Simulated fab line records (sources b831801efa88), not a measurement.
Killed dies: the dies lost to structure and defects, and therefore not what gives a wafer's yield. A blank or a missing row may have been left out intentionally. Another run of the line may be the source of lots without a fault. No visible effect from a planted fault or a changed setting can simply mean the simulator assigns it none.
Which tool did it? || flow gf180mcu || Sampling: 12 lots, 36 wafers, 5 of 602 route steps

WHAT THE GAUGES SHOWED, per wafer
GF_M2_RS_MEAS_05: measures by four-point-probe. Usual: M2_ALCU_RS 0.0695 ohm/sq, standard deviation 0.00078.
{"lot": "L698", "measured": "day 18 11:43", "on": "film metro-01", "M2_ALCU_RS (ohm/sq)": "0.0699 0.0709 0.0710", "flag": ""}
{"lot": "L699", "measured": "day 18 15:41", "on": "film metro-01", "M2_ALCU_RS (ohm/sq)": "0.0690 0.0695 0.0702", "flag": ""}
{"lot": "L701", "measured": "day 19 01:47", "on": "film metro-04", "M2_ALCU_RS (ohm/sq)": "7.1166 7.0922 7.0864 7.1113 7.0737 7.0806", "flag": "OFF"}
{"lot": "L702", "measured": "day 20 03:20", "on": "film metro-04", "M2_ALCU_RS (ohm/sq)": "7.2565 7.2261 7.2591 7.2394 7.2227 7.2579", "flag": "OFF"}
{"lot": "L703", "measured": "day 20 09:23", "on": "film metro-01", "M2_ALCU_RS (ohm/sq)": "7.1837 7.2220 7.1719 7.1645 7.2012 7.1711", "flag": "OFF"}
{"lot": "L704", "measured": "day 20 19:36", "on": "film metro-03", "M2_ALCU_RS (ohm/sq)": "0.0698 0.0701 0.0686", "flag": ""}
{"lot": "L706", "measured": "day 21 20:20", "on": "film metro-03", "M2_ALCU_RS (ohm/sq)": "0.0689 0.0698 0.0693", "flag": ""}
{"lot": "L717", "measured": "day 24 16:57", "on": "film metro-01", "M2_ALCU_RS (ohm/sq)": "0.0684 0.0687 0.0683", "flag": ""}
{"lot": "L718", "measured": "day 25 05:46", "on": "film metro-04", "M2_ALCU_RS (ohm/sq)": "0.0684 0.0692 0.0703", "flag": ""}
{"lot": "L719", "measured": "day 25 14:29", "on": "film metro-01", "M2_ALCU_RS (ohm/sq)": "0.0702 0.0687 0.0691", "flag": ""}
{"lot": "L720", "measured": "day 25 19:01", "on": "film metro-03", "M2_ALCU_RS (ohm/sq)": "0.0708 0.0705 0.0706", "flag": ""}
{"lot": "L721", "measured": "day 26 01:53", "on": "film metro-03", "M2_ALCU_RS (ohm/sq)": "0.0691 0.0698 0.0697", "flag": ""}

WHAT TOOL EACH LOT RAN ON (gives the tool, then ch and the chambers of the sampled wafers, and finally the start)
{"lot": "L698", "GF_M1_METAL_ETCH_16": "rie metal-03 ch 0,1, day 17 10:05", "GF_M1_STRIP_17": "plasma asher-04 ch 0,1, day 17 10:12", "GF_V1_SPUTTER_21": "pvd sputter-01, day 18 10:46", "GF_M2_SPUTTER_02": "pvd sputter-03, day 18 11:35"}
{"lot": "L699", "GF_M1_METAL_ETCH_16": "rie metal-01 ch 0,1, day 17 13:07", "GF_M1_STRIP_17": "plasma asher-02 ch 0,1, day 17 13:13", "GF_V1_SPUTTER_21": "pvd sputter-01, day 18 14:39", "GF_M2_SPUTTER_02": "pvd sputter-01, day 18 15:32"}
{"lot": "L701", "GF_M1_METAL_ETCH_16": "rie metal-01 ch 0,1, day 17 22:55", "GF_M1_STRIP_17": "plasma asher-03 ch 0,1, day 17 23:02", "GF_V1_SPUTTER_21": "pvd sputter-03, day 19 00:53", "GF_M2_SPUTTER_02": "pvd sputter-01, day 19 01:42"}
{"lot": "L702", "GF_M1_METAL_ETCH_16": "rie metal-02 ch 0,1, day 19 00:34", "GF_M1_STRIP_17": "plasma asher-04 ch 0,1, day 19 00:40", "GF_V1_SPUTTER_21": "pvd sputter-03, day 20 02:17", "GF_M2_SPUTTER_02": "pvd sputter-02, day 20 03:14"}
{"lot": "L703", "GF_M1_METAL_ETCH_16": "rie metal-03 ch 0,1, day 19 06:52", "GF_M1_STRIP_17": "plasma asher-04 ch 0,1, day 19 06:58", "GF_V1_SPUTTER_21": "pvd sputter-01, day 20 08:22", "GF_M2_SPUTTER_02": "pvd sputter-02, day 20 09:18"}
{"lot": "L704", "GF_M1_METAL_ETCH_16": "rie metal-03 ch 0,1, day 19 16:40", "GF_M1_STRIP_17": "plasma asher-02 ch 0,1, day 19 16:47", "GF_V1_SPUTTER_21": "pvd sputter-04, day 20 18:35", "GF_M2_SPUTTER_02": "pvd sputter-01, day 20 19:31"}
{"lot": "L706", "GF_M1_METAL_ETCH_16": "rie metal-02 ch 0,1, day 20 16:46", "GF_M1_STRIP_17": "plasma asher-02 ch 0,1, day 20 16:53", "GF_V1_SPUTTER_21": "pvd sputter-01, day 21 19:17", "GF_M2_SPUTTER_02": "pvd sputter-02, day 21 20:14"}
{"lot": "L717", "GF_M1_METAL_ETCH_16": "rie metal-03 ch 0,1, day 23 16:15", "GF_M1_STRIP_17": "plasma asher-02 ch 0,1, day 23 16:22", "GF_V1_SPUTTER_21": "pvd sputter-04, day 24 16:02", "GF_M2_SPUTTER_02": "pvd sputter-01, day 24 16:52"}
{"lot": "L718", "GF_M1_METAL_ETCH_16": "rie metal-03 ch 0,1, day 24 04:50", "GF_M1_STRIP_17": "plasma asher-04 ch 0,1, day 24 04:57", "GF_V1_SPUTTER_21": "pvd sputter-03, day 25 04:47", "GF_M2_SPUTTER_02": "pvd sputter-02, day 25 05:37"}
{"lot": "L719", "GF_M1_METAL_ETCH_16": "rie metal-01 ch 0,1, day 24 13:52", "GF_M1_STRIP_17": "plasma asher-02 ch 0,1, day 24 13:58", "GF_V1_SPUTTER_21": "pvd sputter-04, day 25 13:34", "GF_M2_SPUTTER_02": "pvd sputter-01, day 25 14:23"}
{"lot": "L720", "GF_M1_METAL_ETCH_16": "rie metal-01 ch 0,1, day 24 18:30", "GF_M1_STRIP_17": "plasma asher-03 ch 0,1, day 24 18:37", "GF_V1_SPUTTER_21": "pvd sputter-04, day 25 18:04", "GF_M2_SPUTTER_02": "pvd sputter-03, day 25 18:53"}
{"lot": "L721", "GF_M1_METAL_ETCH_16": "rie metal-03 ch 1, day 25 02:03", "GF_M1_STRIP_17": "plasma asher-04 ch 0,1, day 25 02:10", "GF_V1_SPUTTER_21": "pvd sputter-04, day 26 00:56", "GF_M2_SPUTTER_02": "pvd sputter-03, day 26 01:46"}
- GF_M1_METAL_ETCH_16: etches the open film in Cl2/BCl3, stops on SiO2, target depth 627.5 nm, time 104.6 s.
- GF_M1_STRIP_17: strips in O2/N2.
- GF_V1_SPUTTER_21: material Ti, target thk 15 nm, time 80.02 s.
- GF_M2_SPUTTER_02: material AlCu, target thk 450 nm, time 23.9 s.

AS READ BY THE TOOLS THEMSELVES (means over the sampled wafers that have a number; for cases with no such wafer, the mark the record gives instead)
GF_M1_METAL_ETCH_16. Usual: drypump motor current A 5.8 A, standard deviation 0.45; oes product au 0.970 a.u., standard deviation 0.0068; throttle valve pct 28.252 %, standard deviation 0.011.
{"lot": "L698", "tool": "rie metal-03", "drypump motor current A (A)": 5.7, "oes product au (a.u.)": 0.973, "throttle valve pct (%)": 28.248, "flag": ""}
{"lot": "L699", "tool": "rie metal-01", "drypump motor current A (A)": 6.2, "oes product au (a.u.)": 0.969, "throttle valve pct (%)": 28.251, "flag": ""}
{"lot": "L701", "tool": "rie metal-01", "drypump motor current A (A)": 6.2, "oes product au (a.u.)": 0.966, "throttle valve pct (%)": 28.256, "flag": ""}
{"lot": "L702", "tool": "rie metal-02", "drypump motor current A (A)": 5.9, "oes product au (a.u.)": 0.968, "throttle valve pct (%)": 28.259, "flag": ""}
{"lot": "L703", "tool": "rie metal-03", "drypump motor current A (A)": 5.7, "oes product au (a.u.)": 0.973, "throttle valve pct (%)": 28.257, "flag": ""}
{"lot": "L704", "tool": "rie metal-03", "drypump motor current A (A)": 5.4, "oes product au (a.u.)": 0.963, "throttle valve pct (%)": 28.261, "flag": ""}
{"lot": "L706", "tool": "rie metal-02", "drypump motor current A (A)": 5.9, "oes product au (a.u.)": 0.973, "throttle valve pct (%)": 28.247, "flag": ""}
{"lot": "L717", "tool": "rie metal-03", "drypump motor current A (A)": 5.7, "oes product au (a.u.)": 0.977, "throttle valve pct (%)": 28.245, "flag": ""}
{"lot": "L718", "tool": "rie metal-03", "drypump motor current A (A)": 5.4, "oes product au (a.u.)": 0.970, "throttle valve pct (%)": 28.253, "flag": ""}
{"lot": "L719", "tool": "rie metal-01", "drypump motor current A (A)": 6.2, "oes product au (a.u.)": 0.971, "throttle valve pct (%)": 28.259, "flag": ""}
{"lot": "L720", "tool": "rie metal-01", "drypump motor current A (A)": 6.3, "oes product au (a.u.)": 0.979, "throttle valve pct (%)": 28.240, "flag": ""}
{"lot": "L721", "tool": "rie metal-03", "drypump motor current A (A)": 5.2, "oes product au (a.u.)": 0.966, "throttle valve pct (%)": 28.254, "flag": ""}

GF_M1_STRIP_17. Usual: drypump motor current A 5.8 A, standard deviation 0.4; heater power w 315 W, standard deviation 46; oes product au 0.558 a.u., standard deviation 0.0051; platen temp c 250.02 C, standard deviation 0.18; strip time to endpoint s 7.89 s, standard deviation 0.046.
{"lot": "L698", "tool": "plasma asher-04", "drypump motor current A (A)": 5.8, "heater power w (W)": 329, "oes product au (a.u.)": 0.562, "platen temp c (C)": 250.00, "strip time to endpoint s (s)": 7.92, "flag": ""}
{"lot": "L699", "tool": "plasma asher-02", "drypump motor current A (A)": 5.9, "heater power w (W)": 359, "oes product au (a.u.)": 0.561, "platen temp c (C)": 249.92, "strip time to endpoint s (s)": 7.97, "flag": ""}
{"lot": "L701", "tool": "plasma asher-03", "drypump motor current A (A)": 6.0, "heater power w (W)": 257, "oes product au (a.u.)": 0.564, "platen temp c (C)": 249.79, "strip time to endpoint s (s)": 7.94, "flag": ""}
{"lot": "L702", "tool": "plasma asher-04", "drypump motor current A (A)": 5.6, "heater power w (W)": 335, "oes product au (a.u.)": 0.558, "platen temp c (C)": 250.10, "strip time to endpoint s (s)": 7.82, "flag": ""}
{"lot": "L703", "tool": "plasma asher-04", "drypump motor current A (A)": 5.8, "heater power w (W)": 323, "oes product au (a.u.)": 0.557, "platen temp c (C)": 250.20, "strip time to endpoint s (s)": 7.87, "flag": ""}
{"lot": "L704", "tool": "plasma asher-02", "drypump motor current A (A)": 5.9, "heater power w (W)": 354, "oes product au (a.u.)": 0.561, "platen temp c (C)": 249.84, "strip time to endpoint s (s)": 7.90, "flag": ""}
{"lot": "L706", "tool": "plasma asher-02", "drypump motor current A (A)": 5.9, "heater power w (W)": 356, "oes product au (a.u.)": 0.560, "platen temp c (C)": 250.21, "strip time to endpoint s (s)": 7.94, "flag": ""}
{"lot": "L717", "tool": "plasma asher-02", "drypump motor current A (A)": 5.7, "heater power w (W)": 350, "oes product au (a.u.)": 0.556, "platen temp c (C)": 250.05, "strip time to endpoint s (s)": 7.90, "flag": ""}
{"lot": "L718", "tool": "plasma asher-04", "drypump motor current A (A)": 5.6, "heater power w (W)": 343, "oes product au (a.u.)": 0.553, "platen temp c (C)": 250.13, "strip time to endpoint s (s)": 7.80, "flag": ""}
{"lot": "L719", "tool": "plasma asher-02", "drypump motor current A (A)": 5.9, "heater power w (W)": 358, "oes product au (a.u.)": 0.559, "platen temp c (C)": 249.99, "strip time to endpoint s (s)": 7.85, "flag": ""}
{"lot": "L720", "tool": "plasma asher-03", "drypump motor current A (A)": 5.6, "heater power w (W)": 261, "oes product au (a.u.)": 0.561, "platen temp c (C)": 249.97, "strip time to endpoint s (s)": 7.91, "flag": ""}
{"lot": "L721", "tool": "plasma asher-04", "drypump motor current A (A)": 5.6, "heater power w (W)": 340, "oes product au (a.u.)": 0.556, "platen temp c (C)": 250.15, "strip time to endpoint s (s)": 7.90, "flag": ""}

GF_V1_SPUTTER_21. Usual: cathode dc power W 2500.0 W, standard deviation 0.45; chamber pressure pa 5.000 Pa, standard deviation 0.011; throttle valve pct 30.0 %, standard deviation 1.2.
{"lot": "L698", "tool": "pvd sputter-01", "cathode dc power W (W)": 2499.4, "chamber pressure pa (Pa)": 5.007, "throttle valve pct (%)": 31.0, "flag": ""}
{"lot": "L699", "tool": "pvd sputter-01", "cathode dc power W (W)": 2499.7, "chamber pressure pa (Pa)": 4.998, "throttle valve pct (%)": 29.7, "flag": ""}
{"lot": "L701", "tool": "pvd sputter-03", "cathode dc power W (W)": 2500.4, "chamber pressure pa (Pa)": 5.005, "throttle valve pct (%)": 30.2, "flag": ""}
{"lot": "L702", "tool": "pvd sputter-03", "cathode dc power W (W)": 2500.3, "chamber pressure pa (Pa)": 4.996, "throttle valve pct (%)": 30.5, "flag": ""}
{"lot": "L703", "tool": "pvd sputter-01", "cathode dc power W (W)": 2500.0, "chamber pressure pa (Pa)": 5.006, "throttle valve pct (%)": 29.6, "flag": ""}
{"lot": "L704", "tool": "pvd sputter-04", "cathode dc power W (W)": 2500.0, "chamber pressure pa (Pa)": 4.998, "throttle valve pct (%)": 29.4, "flag": ""}
{"lot": "L706", "tool": "pvd sputter-01", "cathode dc power W (W)": 2499.9, "chamber pressure pa (Pa)": 5.003, "throttle valve pct (%)": 29.8, "flag": ""}
{"lot": "L717", "tool": "pvd sputter-04", "cathode dc power W (W)": 2499.8, "chamber pressure pa (Pa)": 5.005, "throttle valve pct (%)": 29.9, "flag": ""}
{"lot": "L718", "tool": "pvd sputter-03", "cathode dc power W (W)": 2500.1, "chamber pressure pa (Pa)": 4.999, "throttle valve pct (%)": 31.3, "flag": ""}
{"lot": "L719", "tool": "pvd sputter-04", "cathode dc power W (W)": 2500.0, "chamber pressure pa (Pa)": 4.994, "throttle valve pct (%)": 30.1, "flag": ""}
{"lot": "L720", "tool": "pvd sputter-04", "cathode dc power W (W)": 2500.4, "chamber pressure pa (Pa)": 4.996, "throttle valve pct (%)": 30.0, "flag": ""}
{"lot": "L721", "tool": "pvd sputter-04", "cathode dc power W (W)": 2500.0, "chamber pressure pa (Pa)": 5.000, "throttle valve pct (%)": 29.9, "flag": ""}

GF_M2_SPUTTER_02. Usual: cathode dc power W 10600 W, standard deviation 1.7; chamber pressure pa 0.4001 Pa, standard deviation 0.00074; throttle valve pct 29.7 %, standard deviation 1.3.
{"lot": "L698", "tool": "pvd sputter-03", "cathode dc power W (W)": 10602, "chamber pressure pa (Pa)": 0.3998, "throttle valve pct (%)": 29.5, "flag": ""}
{"lot": "L699", "tool": "pvd sputter-01", "cathode dc power W (W)": 10601, "chamber pressure pa (Pa)": 0.3997, "throttle valve pct (%)": 29.6, "flag": ""}
{"lot": "L701", "tool": "pvd sputter-01", "cathode dc power W (W)": "-", "chamber pressure pa (Pa)": "-", "throttle valve pct (%)": "-", "flag": "OFF"}
{"lot": "L702", "tool": "pvd sputter-02", "cathode dc power W (W)": "-", "chamber pressure pa (Pa)": "-", "throttle valve pct (%)": "-", "flag": "OFF"}
{"lot": "L703", "tool": "pvd sputter-02", "cathode dc power W (W)": "-", "chamber pressure pa (Pa)": "-", "throttle valve pct (%)": "-", "flag": "OFF"}
{"lot": "L704", "tool": "pvd sputter-01", "cathode dc power W (W)": 10601, "chamber pressure pa (Pa)": 0.4003, "throttle valve pct (%)": 29.7, "flag": ""}
{"lot": "L706", "tool": "pvd sputter-02", "cathode dc power W (W)": 10600, "chamber pressure pa (Pa)": 0.4005, "throttle valve pct (%)": 29.0, "flag": ""}
{"lot": "L717", "tool": "pvd sputter-01", "cathode dc power W (W)": 10600, "chamber pressure pa (Pa)": 0.3994, "throttle valve pct (%)": 31.0, "flag": ""}
{"lot": "L718", "tool": "pvd sputter-02", "cathode dc power W (W)": 10602, "chamber pressure pa (Pa)": 0.4005, "throttle valve pct (%)": 29.0, "flag": ""}
{"lot": "L719", "tool": "pvd sputter-01", "cathode dc power W (W)": 10600, "chamber pressure pa (Pa)": 0.4001, "throttle valve pct (%)": 30.0, "flag": ""}
{"lot": "L720", "tool": "pvd sputter-03", "cathode dc power W (W)": 10599, "chamber pressure pa (Pa)": 0.4010, "throttle valve pct (%)": 30.9, "flag": ""}
{"lot": "L721", "tool": "pvd sputter-03", "cathode dc power W (W)": 10600, "chamber pressure pa (Pa)": 0.3994, "throttle valve pct (%)": 30.4, "flag": ""}

THE ANSWER, worked out from the rows above alone
Rule: a lot is off if the mean of its wafers that have a number lies more than 3 standard deviations from the usual mean. A lot without any number at a reading at which 4 lots or more have one is off too. Where the step has rows for the other lots, those lots are counted as sound. After the gauges, taken in route order, come the tools' own readings; for these a lot's mean is taken, as printed above. At the first step where some lot is off, the reading lying furthest off is the one used; lots without a number count as furthest.
Off: L701, L702, L703, seen at GF_M2_RS_MEAS_05 (M2_ALCU_RS).
If a tool, at a process step before that reading, ran all the lots that are off and no sound lot after the first of them, it fits. Not tried: the gauges at GF_M2_RS_MEAS_05; whatever is off there is also off at GF_M2_SPUTTER_02, on other tools, and gauge error can't account for it. Not one of the candidates tried fits.

WHAT THE SIMULATOR HAD INSERTED
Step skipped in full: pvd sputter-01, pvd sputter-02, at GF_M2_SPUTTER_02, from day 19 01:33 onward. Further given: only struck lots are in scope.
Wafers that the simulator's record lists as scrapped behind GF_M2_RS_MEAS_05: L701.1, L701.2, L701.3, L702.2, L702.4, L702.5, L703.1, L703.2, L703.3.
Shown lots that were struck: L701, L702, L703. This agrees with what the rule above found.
